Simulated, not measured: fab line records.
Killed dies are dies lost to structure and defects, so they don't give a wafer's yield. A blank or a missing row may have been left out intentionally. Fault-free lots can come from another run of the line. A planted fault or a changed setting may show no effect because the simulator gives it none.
Split-lot trial || flow sky130 || 5 lots, 23 wafers read, on a route of 708 steps

SPLIT DETAILS
At SKY_SD_N_IMPLANT_10, the setting energy kev was moved away from the recipe's 20 on 5 of the 23 wafers read, by -5.9% to +3.0%. For the rest of the wafers, this setting stayed at what the recipe calls for.

The split's own step is where the reading is taken.

THE READING
implant.drp nm (the simulator's own value, which no gauge read), in nm, at SKY_SD_N_IMPLANT_10. The file gives no usual value for it.

{"wafer": "L075.1", "tool, chamber at the split": "implanter-01, 0", "energy kev as run": 20, "against the recipe": "recipe", "implant.drp nm, nm": 13, "against lot-mates on the recipe": "-"}
{"wafer": "L075.2", "tool, chamber at the split": "implanter-01, 0", "energy kev as run": 20, "against the recipe": "recipe", "implant.drp nm, nm": 13, "against lot-mates on the recipe": "-"}
{"wafer": "L075.5", "tool, chamber at the split": "implanter-01, 0", "energy kev as run": 20, "against the recipe": "recipe", "implant.drp nm, nm": 13, "against lot-mates on the recipe": "-"}
{"wafer": "L076.1", "tool, chamber at the split": "implanter-03, 0", "energy kev as run": 20, "against the recipe": "recipe", "implant.drp nm, nm": 13, "against lot-mates on the recipe": "-"}
{"wafer": "L076.4", "tool, chamber at the split": "implanter-03, 0", "energy kev as run": 20, "against the recipe": "recipe", "implant.drp nm, nm": 13, "against lot-mates on the recipe": "-"}
{"wafer": "L076.6", "tool, chamber at the split": "implanter-03, 0", "energy kev as run": 20, "against the recipe": "recipe", "implant.drp nm, nm": 13, "against lot-mates on the recipe": "-"}
{"wafer": "L076.3", "tool, chamber at the split": "implanter-03, 0", "energy kev as run": 18.83, "against the recipe": "-5.9%", "implant.drp nm, nm": 12.53, "against lot-mates on the recipe": -0.47}
{"wafer": "L076.5", "tool, chamber at the split": "implanter-03, 0", "energy kev as run": 18.83, "against the recipe": "-5.9%", "implant.drp nm, nm": 12.53, "against lot-mates on the recipe": -0.47}
{"wafer": "L077.1", "tool, chamber at the split": "implanter-03, 0", "energy kev as run": 20, "against the recipe": "recipe", "implant.drp nm, nm": 13, "against lot-mates on the recipe": "-"}
{"wafer": "L077.2", "tool, chamber at the split": "implanter-03, 0", "energy kev as run": 20, "against the recipe": "recipe", "implant.drp nm, nm": 13, "against lot-mates on the recipe": "-"}
{"wafer": "L077.3", "tool, chamber at the split": "implanter-03, 0", "energy kev as run": 20, "against the recipe": "recipe", "implant.drp nm, nm": 13, "against lot-mates on the recipe": "-"}
{"wafer": "L077.5", "tool, chamber at the split": "implanter-03, 0", "energy kev as run": 20, "against the recipe": "recipe", "implant.drp nm, nm": 13, "against lot-mates on the recipe": "-"}
{"wafer": "L077.6", "tool, chamber at the split": "implanter-03, 0", "energy kev as run": 20, "against the recipe": "recipe", "implant.drp nm, nm": 13, "against lot-mates on the recipe": "-"}
{"wafer": "L082.1", "tool, chamber at the split": "implanter-04, 0", "energy kev as run": 20.6, "against the recipe": "+3.0%", "implant.drp nm, nm": 13.23, "against lot-mates on the recipe": "+0.23"}
{"wafer": "L082.2", "tool, chamber at the split": "implanter-04, 0", "energy kev as run": 20.6, "against the recipe": "+3.0%", "implant.drp nm, nm": 13.23, "against lot-mates on the recipe": "+0.23"}
{"wafer": "L082.6", "tool, chamber at the split": "implanter-04, 0", "energy kev as run": 20.6, "against the recipe": "+3.0%", "implant.drp nm, nm": 13.23, "against lot-mates on the recipe": "+0.23"}
{"wafer": "L082.4", "tool, chamber at the split": "implanter-04, 0", "energy kev as run": 20, "against the recipe": "recipe", "implant.drp nm, nm": 13, "against lot-mates on the recipe": "-"}
{"wafer": "L082.5", "tool, chamber at the split": "implanter-04, 0", "energy kev as run": 20, "against the recipe": "recipe", "implant.drp nm, nm": 13, "against lot-mates on the recipe": "-"}
{"wafer": "L083.1", "tool, chamber at the split": "implanter-01, 0", "energy kev as run": 20, "against the recipe": "recipe", "implant.drp nm, nm": 13, "against lot-mates on the recipe": "-"}
{"wafer": "L083.3", "tool, chamber at the split": "implanter-01, 0", "energy kev as run": 20, "against the recipe": "recipe", "implant.drp nm, nm": 13, "against lot-mates on the recipe": "-"}
{"wafer": "L083.4", "tool, chamber at the split": "implanter-01, 0", "energy kev as run": 20, "against the recipe": "recipe", "implant.drp nm, nm": 13, "against lot-mates on the recipe": "-"}
{"wafer": "L083.5", "tool, chamber at the split": "implanter-01, 0", "energy kev as run": 20, "against the recipe": "recipe", "implant.drp nm, nm": 13, "against lot-mates on the recipe": "-"}
{"wafer": "L083.6", "tool, chamber at the split": "implanter-01, 0", "energy kev as run": 20, "against the recipe": "recipe", "implant.drp nm, nm": 13, "against lot-mates on the recipe": "-"}

FIT RESULTS
A straight line over all 23 wafers: implant.drp nm changes by +0.0793 nm for each +1% of energy kev; r = +1.00; the points scatter about the line by 0.0031 nm.
The same after taking each lot's own level away (the mean of its wafers on the recipe; 23 wafers): +0.0793 nm for each +1%; r = +1.00; scatter 0.0031 nm.
The reading moves by 0.46 nm for the largest change in energy kev, on that fit.
The lots' own levels span 13.000 to 13.000 nm.
The two slopes agree, so the slope changes little with the lot-to-lot level.
Check: with one of the wafers moved furthest among these (-5.9%) left out of the fit, the line predicts -0.462 nm for it against its lot-mates. It came out at -0.47 nm against them.

OTHER SPLITS APPLIED TO THESE WAFERS
Note: prior to the reading, these wafers also went through further splits. Each is held against what the fit with the lots' levels taken away leaves over:
{"other split on the same wafers": "SKY_POLY_GATE_IMPLANT_02 dose cm2", "wafers away from the commonest value": 10, "r with implant.drp nm (lot level and that fit taken away)": -0.03}
{"other split on the same wafers": "SKY_POLY_GATE_ETCH_16 time s", "wafers away from the commonest value": 11, "r with implant.drp nm (lot level and that fit taken away)": -0.18}
{"other split on the same wafers": "SKY_LDD_N_IMPLANT_09 energy kev", "wafers away from the commonest value": 7, "r with implant.drp nm (lot level and that fit taken away)": "+0.20"}
{"other split on the same wafers": "SKY_LDD_HVN_IMPLANT_08 energy kev", "wafers away from the commonest value": 6, "r with implant.drp nm (lot level and that fit taken away)": -0.18}
{"other split on the same wafers": "SKY_SD_P_DEVELOP_06 develop time s", "wafers away from the commonest value": 10, "r with implant.drp nm (lot level and that fit taken away)": -0.49}
{"other split on the same wafers": "SKY_SD_N_IMPLANT_09 energy kev", "wafers away from the commonest value": 6, "r with implant.drp nm (lot level and that fit taken away)": "+0.15"}

THE WHOLE CHAIN: every reading that the file lists as answering this split, in the file's order
{"step": "SKY_SD_N_IMPLANT_10", "what it does": "", "reading": "implant.rp nm (the simulator's own value, which no gauge read)", "change (the file's fit)": "+0.185 nm for each +1% of the setting", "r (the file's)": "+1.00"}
{"step": "SKY_SD_N_IMPLANT_10", "what it does": "", "reading": "implant.drp nm (the simulator's own value, which no gauge read)", "change (the file's fit)": "+0.0791 nm for each +1% of the setting", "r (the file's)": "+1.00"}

THE FILE'S OWN FIT
implant.drp nm changes by +0.0791 nm for each +1% of energy kev, r = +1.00.
